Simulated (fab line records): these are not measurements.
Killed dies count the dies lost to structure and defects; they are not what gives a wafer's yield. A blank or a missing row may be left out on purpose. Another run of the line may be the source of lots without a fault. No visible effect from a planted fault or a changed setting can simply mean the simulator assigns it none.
One fault through the eyes of 2 desks + flow sky130 + each desk holds nothing but its own numbers, with what lay behind them at the end

## TOOL OWNER'S DESK, cmp-01
The tool's own readings at SKY_VIA4_CMP_21 (polishes, stops on SiO2, t overpolish 25 s, target thk 0 nm): means of the sampled wafers that have a number, for each lot that ran on this tool. Any lot whose mean is over 4 standard deviations away from the usual mean is out of limits and marked OUT; that distance is given in the brackets.
Columns: A = motor current A at SKY_VIA4_CMP_21, usual 11.2 A; B = overpolish run s at SKY_VIA4_CMP_21, usual 24.999 s; C = platen rpm at SKY_VIA4_CMP_21, usual 60.00 rpm; D = time to endpoint s at SKY_VIA4_CMP_21, usual 122 s
| lot  | first seen here | A    | B      | C                       | D   |
|------|-----------------|------|--------|-------------------------|-----|
| L368 | day 44 15:41    | 10.6 | 25.001 | 60.01                   | 126 |
| L375 | day 46 13:28    | 11.4 | 24.995 | 60.00                   | 125 |
| L376 | day 46 15:23    | 10.2 | 25.007 | 66.01 (+99 or more) OUT | 112 |
| L377 | day 46 16:05    | 11.2 | 24.993 | 66.00 (+99 or more) OUT | 107 |
| L379 | day 46 21:37    | 11.1 | 25.004 | 65.97 (+99 or more) OUT | 107 |
Finding of this desk: L376, L377, L379 out of limits; the first was L376 at day 46 15:23, on platen rpm at SKY_VIA4_CMP_21. L368, L375: within limits.

## THE METROLOGY DESK
What the gauges read for every lot (on any tool): the sampled wafers with a number, averaged. Any lot whose mean is over 4 standard deviations away from the usual mean is out of limits and marked OUT; that distance is given in the brackets.
Columns: A = VIA4_HDPCVD_THK at SKY_VIA4_THK_MEAS_01, usual 1750 nm
| lot  | first seen here | A    |
|------|-----------------|------|
| L364 | day 41 20:58    | 1764 |
| L366 | day 42 04:59    | 1767 |
| L367 | day 43 00:14    | 1747 |
| L368 | day 43 16:07    | 1748 |
| L369 | day 43 18:43    | 1764 |
| L375 | day 45 14:18    | 1748 |
| L376 | day 45 16:56    | 1749 |
| L377 | day 45 17:16    | 1737 |
| L379 | day 46 00:18    | 1750 |
| L381 | day 46 13:59    | 1760 |
| L383 | day 46 19:35    | 1743 |
| L386 | day 47 18:28    | 1750 |
This desk's verdict: no lot among the 12 shows anything out of limits.

## TAKEN TOGETHER
The tool owner's desk had the chance to raise an alarm at day 46 15:23 on L376, L377, L379.
Nothing out of limits was seen by the metrology desk.
The metrology desk holds a record of L376, L377, L379, inside its limits.
Every lot named ran SKY_VIA4_CMP_21 on cmp-01.

## WHAT THE SIMULATOR PUT IN
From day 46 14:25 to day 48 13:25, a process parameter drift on cmp-01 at SKY_VIA4_CMP_21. Setting platen rpm, moved by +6, from 60. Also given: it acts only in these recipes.
Lots struck among those shown: L376, L377, L379.
Time in hours from fault onset to the first out-of-limits reading at each desk: the tool owner's desk, 1.
